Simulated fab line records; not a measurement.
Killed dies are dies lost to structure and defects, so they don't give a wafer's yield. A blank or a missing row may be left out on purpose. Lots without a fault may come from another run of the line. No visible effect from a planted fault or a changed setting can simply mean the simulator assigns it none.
What tool caused it? :: flow gf180mcu :: 12 lots with 36 wafers sampled at 6 steps, on a route of 602 steps

== WHAT EACH GAUGE READ, for each wafer ==
GF_HV_LDD_CD_MEAS_31 targets a cd of 400 nm.
lot: L772
measured: day 11 19:52
on: cd-sem-02
cd-nm (nm): 401.8 398.2 399.0

lot: L773
measured: day 12 03:16
on: cd-sem-01
cd-nm (nm): 393.5 393.5 393.7

lot: L774
measured: day 12 13:42
on: cd-sem-01
cd-nm (nm): 396.3 397.7 396.8

lot: L775
measured: day 12 21:59
on: cd-sem-02
cd-nm (nm): 402.7 398.0 397.9

lot: L778
measured: day 13 18:34
on: cd-sem-02
cd-nm (nm): 401.2 400.1 396.1

lot: L779
measured: day 14 03:56
on: cd-sem-02
cd-nm (nm): 402.0 400.4 401.9

lot: L781
measured: day 14 19:25
on: cd-sem-02
cd-nm (nm): 399.7 398.1 399.2

lot: L788
measured: day 17 02:35
on: cd-sem-02
cd-nm (nm): 400.9 400.2 402.4

lot: L789
measured: day 17 16:05
on: cd-sem-02
cd-nm (nm): 396.3 399.7 399.2

lot: L790
measured: day 17 17:31
on: cd-sem-01
cd-nm (nm): 401.4 402.1 400.6

lot: L791
measured: day 17 23:37
on: cd-sem-01
cd-nm (nm): 398.9 399.2 398.9

lot: L793
measured: day 18 15:38
on: cd-sem-02
cd-nm (nm): 400.7 400.6 399.3

GF_PSD_CD_MEAS_07 targets a cd of 400 nm.
lot: L772
measured: day 14 12:19
on: cd-sem-02
cd-nm (nm): 398.9 398.7 400.7

lot: L773
measured: day 14 20:46
on: cd-sem-01
cd-nm (nm): 398.4 397.2 399.2

lot: L774
measured: day 15 08:48
on: cd-sem-02
cd-nm (nm): 397.7 396.3 397.8

lot: L775
measured: day 15 17:05
on: cd-sem-01
cd-nm (nm): 400.4 400.8 399.1

lot: L778
measured: day 16 15:13
on: cd-sem-01
cd-nm (nm): 403.2 405.3 404.4

lot: L779
measured: day 17 00:36
on: cd-sem-02
cd-nm (nm): 399.4 398.3 397.6

lot: L781
measured: day 17 19:32
on: cd-sem-01
cd-nm (nm): 400.2 399.7 400.6

lot: L788
measured: day 20 06:44
on: cd-sem-01
cd-nm (nm): 396.1 394.7 396.8

lot: L789
measured: day 20 20:22
on: cd-sem-01
cd-nm (nm): 401.8 401.8 399.2

lot: L790
measured: day 20 21:49
on: cd-sem-02
cd-nm (nm): 402.9 402.9 404.4

lot: L791
measured: day 21 04:37
on: cd-sem-02
cd-nm (nm): 401.6 399.5 403.2

lot: L793
measured: day 21 20:59
on: cd-sem-01
cd-nm (nm): 400.6 403.1 402.3

GF_PSD_RS_MEAS_14: measurement is done with a four-point probe.
lot: L772
measured: day 14 12:55
on: film-metro-02
NSD_RS (ohm/sq): 46.05 46.12 46.12

lot: L773
measured: day 14 21:22
on: film-metro-02
NSD_RS (ohm/sq): 46.18 46.25 46.12

lot: L774
measured: day 15 09:27
on: film-metro-01
NSD_RS (ohm/sq): 46.28 46.34 46.23

lot: L775
measured: day 15 17:41
on: film-metro-02
NSD_RS (ohm/sq): 46.20 46.28 46.17

lot: L778
measured: day 16 15:51
on: film-metro-02
NSD_RS (ohm/sq): 46.10 46.14 46.07

lot: L779
measured: day 17 01:12
on: film-metro-01
NSD_RS (ohm/sq): 46.22 46.20 46.13

lot: L781
measured: day 17 20:08
on: film-metro-01
NSD_RS (ohm/sq): 46.30 46.25 46.42

lot: L788
measured: day 20 07:22
on: film-metro-01
NSD_RS (ohm/sq): 44.99 44.96 45.02

lot: L789
measured: day 20 20:58
on: film-metro-02
NSD_RS (ohm/sq): 44.91 44.93 44.88

lot: L790
measured: day 20 22:25
on: film-metro-01
NSD_RS (ohm/sq): 46.39 46.28 46.28

lot: L791
measured: day 21 05:12
on: film-metro-02
NSD_RS (ohm/sq): 46.26 46.21 46.23

lot: L793
measured: day 21 21:35
on: film-metro-03
NSD_RS (ohm/sq): 46.18 46.11 46.02

== WHAT TOOL EACH LOT RAN ON (gives the tool, then ch and the chambers of the sampled wafers, and finally the start) ==
lot: L772
GF_HV_LDD_STRIP_10: plasma-asher-03 ch 0,1, day 10 05:53
GF_NSD_IMPLANT_09: implanter-03 ch 0, day 13 15:17
GF_NSD_STRIP_11: plasma-asher-02 ch 0,1, day 13 15:32

lot: L773
GF_HV_LDD_STRIP_10: plasma-asher-03 ch 0,1, day 10 13:58
GF_NSD_IMPLANT_09: implanter-01 ch 0, day 13 23:26
GF_NSD_STRIP_11: plasma-asher-01 ch 0,1, day 13 23:43

lot: L774
GF_HV_LDD_STRIP_10: plasma-asher-04 ch 0,1, day 10 23:42
GF_NSD_IMPLANT_09: implanter-01 ch 0, day 14 11:10
GF_NSD_STRIP_11: plasma-asher-02 ch 0,1, day 14 11:28

lot: L775
GF_HV_LDD_STRIP_10: plasma-asher-03 ch 0,1, day 11 06:41
GF_NSD_IMPLANT_09: implanter-01 ch 0, day 14 19:31
GF_NSD_STRIP_11: plasma-asher-03 ch 0,1, day 14 19:47

lot: L778
GF_HV_LDD_STRIP_10: plasma-asher-03 ch 0, day 12 03:19
GF_NSD_IMPLANT_09: implanter-03 ch 0, day 15 17:02
GF_NSD_STRIP_11: plasma-asher-03 ch 0,1, day 15 17:19

lot: L779
GF_HV_LDD_STRIP_10: plasma-asher-03 ch 0,1, day 12 11:43
GF_NSD_IMPLANT_09: implanter-01 ch 0, day 16 02:01
GF_NSD_STRIP_11: plasma-asher-02 ch 0,1, day 16 02:19

lot: L781
GF_HV_LDD_STRIP_10: plasma-asher-04 ch 0,1, day 13 02:58
GF_NSD_IMPLANT_09: implanter-03 ch 0, day 16 20:16
GF_NSD_STRIP_11: plasma-asher-03 ch 0,1, day 16 20:34

lot: L788
GF_HV_LDD_STRIP_10: plasma-asher-02 ch 0,1, day 15 06:47
GF_NSD_IMPLANT_09: implanter-03 ch 0, day 19 06:31
GF_NSD_STRIP_11: plasma-asher-02 ch 0,1, day 19 06:47

lot: L789
GF_HV_LDD_STRIP_10: plasma-asher-03 ch 0, day 15 18:49
GF_NSD_IMPLANT_09: implanter-03 ch 0, day 19 19:41
GF_NSD_STRIP_11: plasma-asher-01 ch 0,1, day 19 19:58

lot: L790
GF_HV_LDD_STRIP_10: plasma-asher-04 ch 0,1, day 15 19:47
GF_NSD_IMPLANT_09: implanter-01 ch 0, day 19 20:56
GF_NSD_STRIP_11: plasma-asher-02 ch 0,1, day 19 21:13

lot: L791
GF_HV_LDD_STRIP_10: plasma-asher-03 ch 0,1, day 16 02:02
GF_NSD_IMPLANT_09: implanter-02 ch 0, day 20 03:53
GF_NSD_STRIP_11: plasma-asher-01 ch 0,1, day 20 04:10

lot: L793
GF_HV_LDD_STRIP_10: plasma-asher-03 ch 0,1, day 16 16:44
GF_NSD_IMPLANT_09: implanter-01 ch 0, day 20 21:26
GF_NSD_STRIP_11: plasma-asher-03 ch 0,1, day 20 21:43
- GF_HV_LDD_STRIP_10: strips in O2/N2.
- GF_NSD_IMPLANT_09
- GF_NSD_STRIP_11: strips in O2/N2.

== AS READ BY THE TOOLS THEMSELVES (means over the sampled wafers that have a number; for cases with no such wafer, the mark the record gives instead) ==
GF_HV_LDD_STRIP_10.
lot: L772
tool: plasma-asher-03
drypump-motor-current-A (A): 5.8
heater-power-w (W): 320
oes-product-au (a.u.): 0.717
strip-time-to-endpoint-s (s): 12.65

lot: L773
tool: plasma-asher-03
drypump-motor-current-A (A): 5.5
heater-power-w (W): 305
oes-product-au (a.u.): 0.714
strip-time-to-endpoint-s (s): 12.64

lot: L774
tool: plasma-asher-04
drypump-motor-current-A (A): 5.9
heater-power-w (W): 379
oes-product-au (a.u.): 0.713
strip-time-to-endpoint-s (s): 12.66

lot: L775
tool: plasma-asher-03
drypump-motor-current-A (A): 5.5
heater-power-w (W): 307
oes-product-au (a.u.): 0.720
strip-time-to-endpoint-s (s): 12.54

lot: L778
tool: plasma-asher-03
drypump-motor-current-A (A): 6.0
heater-power-w (W): 331
oes-product-au (a.u.): 0.712
strip-time-to-endpoint-s (s): 12.57

lot: L779
tool: plasma-asher-03
drypump-motor-current-A (A): 5.4
heater-power-w (W): 301
oes-product-au (a.u.): 0.721
strip-time-to-endpoint-s (s): 12.61

lot: L781
tool: plasma-asher-04
drypump-motor-current-A (A): 5.9
heater-power-w (W): 356
oes-product-au (a.u.): 0.713
strip-time-to-endpoint-s (s): 12.63

lot: L788
tool: plasma-asher-02
drypump-motor-current-A (A): 6.0
heater-power-w (W): 357
oes-product-au (a.u.): 0.718
strip-time-to-endpoint-s (s): 12.63

lot: L789
tool: plasma-asher-03
drypump-motor-current-A (A): 6.0
heater-power-w (W): 332
oes-product-au (a.u.): 0.714
strip-time-to-endpoint-s (s): 12.58

lot: L790
tool: plasma-asher-04
drypump-motor-current-A (A): 5.9
heater-power-w (W): 365
oes-product-au (a.u.): 0.718
strip-time-to-endpoint-s (s): 12.61

lot: L791
tool: plasma-asher-03
drypump-motor-current-A (A): 5.7
heater-power-w (W): 320
oes-product-au (a.u.): 0.718
strip-time-to-endpoint-s (s): 12.68

lot: L793
tool: plasma-asher-03
drypump-motor-current-A (A): 5.8
heater-power-w (W): 320
oes-product-au (a.u.): 0.713
strip-time-to-endpoint-s (s): 12.59

GF_NSD_IMPLANT_09.
lot: L772
tool: implanter-03
beam-on-s (s): 16.9
dose-ions-cm2: 4e+15

lot: L773
tool: implanter-01
beam-on-s (s): 16.0
dose-ions-cm2: 4e+15

lot: L774
tool: implanter-01
beam-on-s (s): 16.0
dose-ions-cm2: 4e+15

lot: L775
tool: implanter-01
beam-on-s (s): 15.9
dose-ions-cm2: 4e+15

lot: L778
tool: implanter-03
beam-on-s (s): 17.1
dose-ions-cm2: 4e+15

lot: L779
tool: implanter-01
beam-on-s (s): 15.9
dose-ions-cm2: 4e+15

lot: L781
tool: implanter-03
beam-on-s (s): 17.2
dose-ions-cm2: 4e+15

lot: L788
tool: implanter-03
beam-on-s (s): 21.9
dose-ions-cm2: 5e+15

lot: L789
tool: implanter-03
beam-on-s (s): 22.0
dose-ions-cm2: 5e+15

lot: L790
tool: implanter-01
beam-on-s (s): 15.7
dose-ions-cm2: 4e+15

lot: L791
tool: implanter-02
beam-on-s (s): 20.2
dose-ions-cm2: 4e+15

lot: L793
tool: implanter-01
beam-on-s (s): 15.5
dose-ions-cm2: 4e+15

GF_NSD_STRIP_11.
lot: L772
tool: plasma-asher-02
drypump-motor-current-A (A): 6.0
heater-power-w (W): 355
oes-product-au (a.u.): 0.484
strip-time-to-endpoint-s (s): 23.00

lot: L773
tool: plasma-asher-01
drypump-motor-current-A (A): 6.1
heater-power-w (W): 342
oes-product-au (a.u.): 0.488
strip-time-to-endpoint-s (s): 22.89

lot: L774
tool: plasma-asher-02
drypump-motor-current-A (A): 6.0
heater-power-w (W): 366
oes-product-au (a.u.): 0.487
strip-time-to-endpoint-s (s): 22.92

lot: L775
tool: plasma-asher-03
drypump-motor-current-A (A): 5.7
heater-power-w (W): 323
oes-product-au (a.u.): 0.487
strip-time-to-endpoint-s (s): 22.92

lot: L778
tool: plasma-asher-03
drypump-motor-current-A (A): 5.8
heater-power-w (W): 321
oes-product-au (a.u.): 0.483
strip-time-to-endpoint-s (s): 22.98

lot: L779
tool: plasma-asher-02
drypump-motor-current-A (A): 6.0
heater-power-w (W): 361
oes-product-au (a.u.): 0.486
strip-time-to-endpoint-s (s): 22.93

lot: L781
tool: plasma-asher-03
drypump-motor-current-A (A): 5.5
heater-power-w (W): 305
oes-product-au (a.u.): 0.485
strip-time-to-endpoint-s (s): 22.89

lot: L788
tool: plasma-asher-02
drypump-motor-current-A (A): 6.0
heater-power-w (W): 358
oes-product-au (a.u.): 0.479
strip-time-to-endpoint-s (s): 23.76

lot: L789
tool: plasma-asher-01
drypump-motor-current-A (A): 6.3
heater-power-w (W): 331
oes-product-au (a.u.): 0.478
strip-time-to-endpoint-s (s): 23.69

lot: L790
tool: plasma-asher-02
drypump-motor-current-A (A): 6.0
heater-power-w (W): 368
oes-product-au (a.u.): 0.489
strip-time-to-endpoint-s (s): 22.98

lot: L791
tool: plasma-asher-01
drypump-motor-current-A (A): 6.1
heater-power-w (W): 341
oes-product-au (a.u.): 0.482
strip-time-to-endpoint-s (s): 22.93

lot: L793
tool: plasma-asher-03
drypump-motor-current-A (A): 5.7
heater-power-w (W): 329
oes-product-au (a.u.): 0.487
strip-time-to-endpoint-s (s): 22.98

== THE ANSWER, worked out from the rows above alone ==
Rule: the usual values come from the lots themselves. Put in order of their means at a reading, lots are off if they are a third of the lots or fewer, leave a main group of 4 or more, and stand apart from it by a gap of 3 or more times the standard deviation of the main group's means; of several such gaps the widest counts. The tables above print the reading to a certain number of digits; a main group whose means all agree to those digits is not used. A lot without any number at a reading at which 4 lots or more have one is off too. The other lots that the step has rows for count as sound. After the gauges, taken in route order, come the tools' own readings; for these a lot's mean is taken, as printed above. At the first step where some lot is off, the reading lying furthest off is the one used; lots without a number count as furthest.
Off: L788, L789, seen at GF_PSD_RS_MEAS_14 (NSD_RS). The main group has a mean of 46.20 ohm/sq with a standard deviation of 0.082.
If a tool, at a process step before that reading, ran all the lots that are off and no sound lot after the first of them, it fits. Not tried: the gauges at GF_PSD_RS_MEAS_14; whatever is off there is also off at GF_NSD_IMPLANT_09, on other tools, and gauge error can't account for it. One fits: implanter-03 at GF_NSD_IMPLANT_09. Its last sound lot is L781 (day 16 20:16), its first lot that is off L788 (day 19 06:31): a fault that began between those two fits.
On the lots that are off, the tool's own readings at GF_NSD_IMPLANT_09 differ by more than 5 times the standard deviation of the sound lots' means, which bears it out; dose-ions-cm2 reads 5e+15 there versus 4e+15 on the sound lots.

== WHAT WAS PUT IN BY THE SIMULATOR ==
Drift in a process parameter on implanter-03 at GF_NSD_IMPLANT_09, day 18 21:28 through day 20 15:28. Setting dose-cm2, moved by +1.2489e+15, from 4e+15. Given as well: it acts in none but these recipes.
Shown lots that were struck: L788, L789. The same result came from the rule above.
